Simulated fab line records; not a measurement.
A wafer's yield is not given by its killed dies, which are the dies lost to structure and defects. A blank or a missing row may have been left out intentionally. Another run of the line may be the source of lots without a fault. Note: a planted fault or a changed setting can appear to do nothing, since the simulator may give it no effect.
Struck lot and sound lot, side by side / flow sky130 / 22 out of 708 route steps
Sound: wafers L649.1, L649.2, L649.6. Struck: wafers L653.4, L653.5, L653.6. At the end, the cause is stated.
At each step with rows: each side's tool, then ch and its chambers, then its first start. Under that, the readings that differ: sound wafers / struck wafers / difference of the means / sigmas: that difference in standard deviations of wafers without a fault.
alike: a reading whose means differ by less than 2 such deviations, as well as words and numbers matching on both sides. not compared: withheld readings; readings where some wafer has no value; bounds like >300 that might hide an equal value; numbers whose values overlap and for which the record gives no deviation.
The two part at a step that has a row with sigmas, a row that says differs or no value, or rows on one side only. Numbers that have no deviation but don't overlap get no sigmas and don't part them. A reading missing from all wafers of one side parts the sides only when that side holds two or more wafers.

first, 4 steps without rows for these wafers: SKY_NWELL_SOFTBAKE_06; SKY_NWELL_EXPOSE_07 (exposes mask NWM, target cd 840 nm); SKY_NWELL_PEB_08; SKY_NWELL_DEVELOP_09 (develop time 60 s).
SKY_NWELL_OVL_MEAS_10:
  sound on overlay-02 at day 7 06:01; struck on overlay-01 at day 8 02:23
  alike: NWELL_00_OVL
then, 3 steps without rows for these wafers: SKY_NWELL_IMPLANT_11; SKY_NWELL_IMPLANT_12; SKY_NWELL_IMPLANT_13.
SKY_NWELL_STRIP_14: strips in O2/N2.
  sound on plasma_asher-03 ch 0,1, day 7 06:29; struck on plasma_asher-03 ch 0,1, day 8 02:53
  alike: drypump_motor_current_A, oes_product_au, strip_time_to_endpoint_s
  not compared: rf_hours_counter_h
SKY_NWELL_TW_MEAS_15:
  sound on film_metro-02 at day 7 06:35; struck on film_metro-02 at day 8 02:59
  alike: NWELL_TW
then, 2 steps without rows for these wafers: SKY_NWELL_DEHYDRATE_16 (time 60 s); SKY_NWELL_HMDS_17 (prime time 60 s).
SKY_NWELL_COAT_18: resist thk 3000 nm.
  sound on litho_track-03 ch 0, day 7 16:01; struck on litho_track-03 ch 0, day 8 12:53
reading=model.coat_of_NWELL_COAT_18.thk_nm (nm); sound=3006 3011 3008; struck=956.4 955.9 955.4; difference=-2052.4; sigmas=
then, 3 steps without rows for these wafers: SKY_NWELL_SOFTBAKE_19; SKY_NWELL_EXPOSE_20 (exposes mask NWM COMPLEMENT, target cd 840 nm); SKY_NWELL_PEB_21.
SKY_NWELL_DEVELOP_22: develop time 60 s.
  sound: litho_track-04 ch 0; struck: litho_track-02 ch 0
reading=model.coat_of_NWELL_COAT_18.thk_nm (nm); sound=2996 3001 2998; struck=950.4 949.9 949.4; difference=-2048.4; sigmas=
SKY_NWELL_OVL_MEAS_23:
  sound on overlay-02 at day 8 02:43; struck on overlay-02 at day 8 23:23
  alike: NWELL_01_OVL
then, 1 step without rows for these wafers: SKY_NWELL_IMPLANT_24.
SKY_NWELL_STRIP_25: strips in O2/N2.
  sound on plasma_asher-02 ch 0,1, day 8 02:55; struck on plasma_asher-02 ch 0,1, day 8 23:35
reading=strip_time_to_endpoint_s (s); sound=36.91 36.97 36.95; struck=12.86 12.84 12.85; difference=-24.09; sigmas=-99 or more
  alike: drypump_motor_current_A, oes_product_au
  not compared: rf_hours_counter_h
SKY_NWELL_TW_MEAS_26:
  sound on film_metro-01 at day 8 03:01; struck on film_metro-01 at day 8 23:41
  alike: NWELL_2_TW
-- the record jumps here: 40 days lie between the struck wafers' starts before and after (it left off in module NWELL and takes up again in module PAD_OPEN, whose first step shown is number 708 of the route) --
SKY_PAD_OPEN_PROBE_99:
  sound on prober-01 at day 48 12:01; struck on prober-01 at day 49 04:16
reading=killed_dies; sound=111 100 89; struck=72 78 81; difference=-23; sigmas=-2
reading=killed_open; sound=60 55 56; struck=40 38 45; difference=-16; sigmas=-2
reading=model.etest.nfet_16v.r_on_ohm_um; sound=1.439e+04 1.458e+04 1.452e+04; struck=1.517e+04 1.498e+04 1.499e+04; difference=+5.500e+02; sigmas=
reading=model.etest.pfet_16v.r_on_ohm_um; sound=1.513e+04 1.573e+04 1.512e+04; struck=1.459e+04 1.391e+04 1.459e+04; difference=-9.633e+02; sigmas=
reading=model.etest.res_iso_pwell.width_nm (nm); sound=2643 2645 2630; struck=2853 2832 2838; difference=+202; sigmas=
reading=model.etest.res_nwell.line_ohm_um; sound=1064 1072 1062; struck=1255 1217 1263; difference=+179; sigmas=
reading=model.etest.res_nwell.width_nm (nm); sound=840 846.9 838.7; struck=772.3 762.8 770.8; difference=-73.2; sigmas=
reading=model.etest.pfet_16v.drive_ua_um; sound=247.9 241.9 245.8; struck=264.4 273.3 267.2; difference=+23.1; sigmas=
  alike: killed_at_M0_to_M3, killed_at_M4_up, killed_at_contacts, killed_at_front_end, killed_at_other, killed_short
  not compared: model.etest.nfet_16v.drive_ua_um

WHERE THEY PART
Earliest at SKY_NWELL_STRIP_25; latest, in this record, at SKY_PAD_OPEN_PROBE_99.

WHY: what had been put in by the simulator
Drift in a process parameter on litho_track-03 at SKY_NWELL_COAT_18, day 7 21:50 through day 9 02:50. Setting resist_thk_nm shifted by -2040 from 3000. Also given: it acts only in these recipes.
